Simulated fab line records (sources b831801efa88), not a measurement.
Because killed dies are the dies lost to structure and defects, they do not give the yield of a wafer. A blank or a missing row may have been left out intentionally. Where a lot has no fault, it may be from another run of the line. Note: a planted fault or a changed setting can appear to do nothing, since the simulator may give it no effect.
The tool behind it: which one? || flow gf180mcu || route of 602 steps, sampled at 1 step: 12 lots, 36 wafers

== WHAT THE GAUGES SHOWED, per wafer ==
GF_CONTACT_OVL_MEAS_15.
{"lot": "L075", "measured": "day 16 09:28", "on": "overlay-01", "CONTACT_OVL (nm)": "-10 -5 -3"}
{"lot": "L077", "measured": "day 17 06:41", "on": "overlay-02", "CONTACT_OVL (nm)": "2 1 -6"}
{"lot": "L079", "measured": "day 18 03:41", "on": "overlay-01", "CONTACT_OVL (nm)": "1 -11 -2"}
{"lot": "L081", "measured": "day 19 03:35", "on": "overlay-01", "CONTACT_OVL (nm)": "-3 0 -9"}
{"lot": "L083", "measured": "day 19 14:32", "on": "overlay-01", "CONTACT_OVL (nm)": "-6 -6 -11"}
{"lot": "L085", "measured": "day 20 10:43", "on": "overlay-02", "CONTACT_OVL (nm)": "6 6 3"}
{"lot": "L087", "measured": "day 20 23:58", "on": "overlay-02", "CONTACT_OVL (nm)": "8 9 11"}
{"lot": "L089", "measured": "day 21 14:14", "on": "overlay-01", "CONTACT_OVL (nm)": "-11 -6 5"}
{"lot": "L091", "measured": "day 22 10:49", "on": "overlay-02", "CONTACT_OVL (nm)": "-9 -7 -6"}
{"lot": "L093", "measured": "day 22 22:29", "on": "overlay-02", "CONTACT_OVL (nm)": "-13 -5 -5"}
{"lot": "L095", "measured": "day 23 16:19", "on": "overlay-01", "CONTACT_OVL (nm)": "-4 -7 -10"}
{"lot": "L097", "measured": "day 24 06:26", "on": "overlay-01", "CONTACT_OVL (nm)": "-3 -6 1"}

== TOOL THAT RAN EACH LOT (tool first, then ch and the chambers of the sampled wafers, then the start) ==
Record: no process step prior to these readings.

== THE ANSWER, worked out from the rows above alone ==
Rule: usual is defined by the lots themselves. The widest of any qualifying gaps counts: lots, ordered by their means at a reading, are off when they make up no more than a third of the lots, leave a main group of 4 or more, and stand apart from it by 3 or more times the standard deviation of that group's means. The tables above print the reading to a certain number of digits; a main group whose means all agree to those digits is not used. A lot without any number at a reading at which 4 lots or more have one is off too. Any other lot the step has rows for is counted as sound.
Across all readings shown, no lot is off: no conclusion can be drawn from this.

== WHAT THE SIMULATOR PUT IN ==
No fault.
